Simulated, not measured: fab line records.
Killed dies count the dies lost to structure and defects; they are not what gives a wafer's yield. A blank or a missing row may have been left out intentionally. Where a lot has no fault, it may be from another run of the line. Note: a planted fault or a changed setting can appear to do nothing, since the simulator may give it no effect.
Shared-tool check :: flow gf180mcu :: Sampled: 13 lots, 39 wafers

## WHY THIS WAS OPENED
On 3 of the 13 lots, a flag is raised at GF_STI_CD_MEAS_12 on the reading cd-nm. No-fault wafers: 220.1 nm, standard deviation 1.4.
Rule: flag the lot when none of its wafers has a number, or when each of its wafers that has one lies beyond 4 standard deviations from that mean. The other lots count as sound.

lot: L187
measured: day 2 08:36
on: cd-sem-01
cd-nm (nm), wafer by wafer: 220.5 220.5 220.2
flag: 

lot: L188
measured: day 2 12:25
on: cd-sem-01
cd-nm (nm), wafer by wafer: 219.3 220.0 220.9
flag: 

lot: L189
measured: day 2 18:33
on: cd-sem-02
cd-nm (nm), wafer by wafer: 219.4 220.8 219.9
flag: 

lot: L191
measured: day 3 03:29
on: cd-sem-01
cd-nm (nm), wafer by wafer: 220.5 220.7 221.9
flag: 

lot: L192
measured: day 3 09:19
on: cd-sem-01
cd-nm (nm), wafer by wafer: 219.2 220.4 220.3
flag: 

lot: L193
measured: day 3 14:56
on: cd-sem-02
cd-nm (nm), wafer by wafer: 220.8 220.2 220.2
flag: 

lot: L194
measured: day 3 18:17
on: cd-sem-02
cd-nm (nm), wafer by wafer: 219.6 219.3 218.0
flag: 

lot: L195
measured: day 3 23:29
on: cd-sem-01
cd-nm (nm), wafer by wafer: 219.0 219.2 219.6
flag: 

lot: L197
measured: day 4 10:43
on: cd-sem-02
cd-nm (nm), wafer by wafer: 188.3 189.3 188.9
flag: FLAGGED

lot: L199
measured: day 4 20:50
on: cd-sem-01
cd-nm (nm), wafer by wafer: 188.4 188.6 188.3
flag: FLAGGED

lot: L200
measured: day 5 03:17
on: cd-sem-01
cd-nm (nm), wafer by wafer: 220.6 219.6 220.1
flag: 

lot: L201
measured: day 5 08:20
on: cd-sem-01
cd-nm (nm), wafer by wafer: 196.0 196.4 196.7
flag: FLAGGED

lot: L206
measured: day 6 08:32
on: cd-sem-02
cd-nm (nm), wafer by wafer: 220.1 219.9 218.7
flag: 
Average over the flagged lots: 191.2 nm; offset from the usual -28.9 nm, equal to -21 standard deviations.

## WHICH TOOL RAN EACH LOT
The record keeps 1 process step preceding the reading, out of 602 steps on the route. Each cell gives the tool, then ch followed by the chambers the sampled wafers passed through, then the start.
lot: L187
flag: 
GF_STI_SOFTBAKE_08: litho-track-03 ch 0, day 2 02:51

lot: L188
flag: 
GF_STI_SOFTBAKE_08: litho-track-04 ch 0, day 2 06:01

lot: L189
flag: 
GF_STI_SOFTBAKE_08: litho-track-01 ch 0, day 2 12:00

lot: L191
flag: 
GF_STI_SOFTBAKE_08: litho-track-04 ch 0, day 2 21:26

lot: L192
flag: 
GF_STI_SOFTBAKE_08: litho-track-03 ch 0, day 3 02:28

lot: L193
flag: 
GF_STI_SOFTBAKE_08: litho-track-04 ch 0, day 3 08:20

lot: L194
flag: 
GF_STI_SOFTBAKE_08: litho-track-04 ch 0, day 3 12:08

lot: L195
flag: 
GF_STI_SOFTBAKE_08: litho-track-03 ch 0, day 3 16:44

lot: L197
flag: FLAGGED
GF_STI_SOFTBAKE_08: litho-track-03 ch 0, day 4 03:22

lot: L199
flag: FLAGGED
GF_STI_SOFTBAKE_08: litho-track-03 ch 0, day 4 13:50

lot: L200
flag: 
GF_STI_SOFTBAKE_08: litho-track-04 ch 0, day 4 20:11

lot: L201
flag: FLAGGED
GF_STI_SOFTBAKE_08: litho-track-03 ch 0, day 5 01:11

lot: L206
flag: 
GF_STI_SOFTBAKE_08: litho-track-01 ch 0, day 6 01:05
What the steps here do:
- GF_STI_SOFTBAKE_08: time 61.87 s.
- GF_STI_CD_MEAS_12: target cd 220 nm.

## FLAGGED OVER TOTAL, TOOL BY TOOL (the gauges that took the reading come last)
step: GF_STI_SOFTBAKE_08
tool: litho-track-01
lots run: 2
flagged: 0
share of the flagged lots: none
sound lots run after its first flagged lot: -

step: GF_STI_SOFTBAKE_08
tool: litho-track-03
lots run: 6
flagged: 3
share of the flagged lots: all
sound lots run after its first flagged lot: 0

step: GF_STI_SOFTBAKE_08
tool: litho-track-04
lots run: 5
flagged: 0
share of the flagged lots: none
sound lots run after its first flagged lot: -

step: GF_STI_CD_MEAS_12
tool: cd-sem-01
lots run: 8
flagged: 2
share of the flagged lots: some
sound lots run after its first flagged lot: 1 (L200)

step: GF_STI_CD_MEAS_12
tool: cd-sem-02
lots run: 5
flagged: 1
share of the flagged lots: some
sound lots run after its first flagged lot: 1 (L206)

## WHAT IS ALLOWED BY THE TABLE
In the table, 1 row covers all flagged lots: litho-track-03 at GF_STI_SOFTBAKE_08.
- litho-track-03 at GF_STI_SOFTBAKE_08: 3 of its 6 lots flagged. Its last sound lot is L195 (day 3 16:44), its first flagged lot L197 (day 4 03:22): a fault that began between those two fits. Its own readings (heater-power-total-W, plate-sensor-t-centre-C, plate-sensor-t-edge-C) fall more than 4 standard deviations out on all wafers of the flagged lots.
What remains is a single tool, litho-track-03 at GF_STI_SOFTBAKE_08.

## WHAT THE SIMULATOR HAD INSERTED
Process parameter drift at GF_STI_SOFTBAKE_08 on litho-track-03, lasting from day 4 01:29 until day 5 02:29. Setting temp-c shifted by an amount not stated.
Struck lots among those shown: L197, L199, L201. The rule given above showed the same thing.
